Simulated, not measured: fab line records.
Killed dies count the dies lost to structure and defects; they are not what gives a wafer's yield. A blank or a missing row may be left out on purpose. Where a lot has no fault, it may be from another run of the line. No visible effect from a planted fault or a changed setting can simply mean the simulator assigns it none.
Code-filled problem report in 8D (eight disciplines) form :: flow gf180mcu :: the parts of the form that need people (team, actions taken, sign-off) are left out

== 1. PROBLEM STATEMENT ==
Mean of cd nm at GF_M2_CD_MEAS_14: 228.1 nm across 6 wafers in 2 lots; on wafers with no fault it is 280.3 nm (standard deviation 1.5). That is -35 standard deviations from the usual mean.
The step: target cd 280 nm.
First observed at day 20 18:54: wafer L546.2, on cd sem-02. Wafers with a number at this step in the record: 42, from 14 lots. Rule for "out", or "out of limits": more than 4 standard deviations from the usual mean. The other wafers with a number count as sound.

== 2. WHAT IT IS, AND WHAT IT ISN'T ==
question: which readings at this step
is: cd nm
is not: -

question: which lots
is: L546, L547
is not: L542, L544, L545, L550, L556, L557, L558, L559, L560, L562, L564, L565

question: which wafers of those lots
is: all that have a number
is not: -

question: read on which gauges
is: cd sem-01, cd sem-02
is not: -

question: when
is: from day 20 18:54
is not: up to then (9 sound wafers); but 27 sound wafers of L550, L556, L557, L558, L559, L560, L562, L564, L565 came after

== 3. THE SUSPECTS, EACH WITH WHAT RULES IT OUT ==
Counting: any tool at a process step up to the reading is kept as a suspect provided that every lot that is out went through it and no sound lot did after the first of them.
- the gauge at GF_M2_CD_MEAS_14 has been ruled out. Those wafers that are out were read across 2 gauges (cd sem-01, cd sem-02).
- krf scanner-02 at GF_M2_EXPOSE_11 (exposes mask Metal2, target cd 280 nm): ruled out as a lasting fault. The sound lots L557, L559, L562, L565 went through it after L546, its earliest lot that is out (day 20 06:52).
Left after counting: nothing in the record.

== 4. THE CAUSE (what the simulator had put in) ==
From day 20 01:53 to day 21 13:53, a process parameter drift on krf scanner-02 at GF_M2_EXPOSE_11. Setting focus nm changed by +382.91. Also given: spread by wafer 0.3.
The count ruled it out by mistake, since the rule takes a fault to strike every lot its tool runs from the start of the fault on, and this one did not do so.

== 5. THE EFFECT CHAIN, in route order ==
Each row: a reading whose mean over the struck wafers that have a number lies more than 3 standard deviations from the usual. Only readings whose record carries a usual standard deviation are examined. hours: median over the lots of the time between each lot's start at the first step of this table that gives one and its start at this step. sigmas: the change, counted in usual standard deviations.
hours: 0
step: GF_M2_CD_MEAS_14
reading: cd nm
usual: 280.3 nm
on struck wafers: 228.1
change: -52.2
sigmas: -35
Later steps that measure or inspect, where all struck wafers having a row at the step show a number for every such reading and not one has moved that far: GF_V2_THK_MEAS_03.

== 6. WHAT WOULD HAVE CAUGHT IT SOONER ==
17 hours passed between the start of the fault at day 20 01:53 and the first reading out of limits at a measuring or inspecting step in this record, taken at day 20 18:54.
Of the tool readings at GF_M2_EXPOSE_11 for which the record gives a usual standard deviation, none was out on any struck wafer, so an alarm limit of 4 standard deviations on them would not have fired.
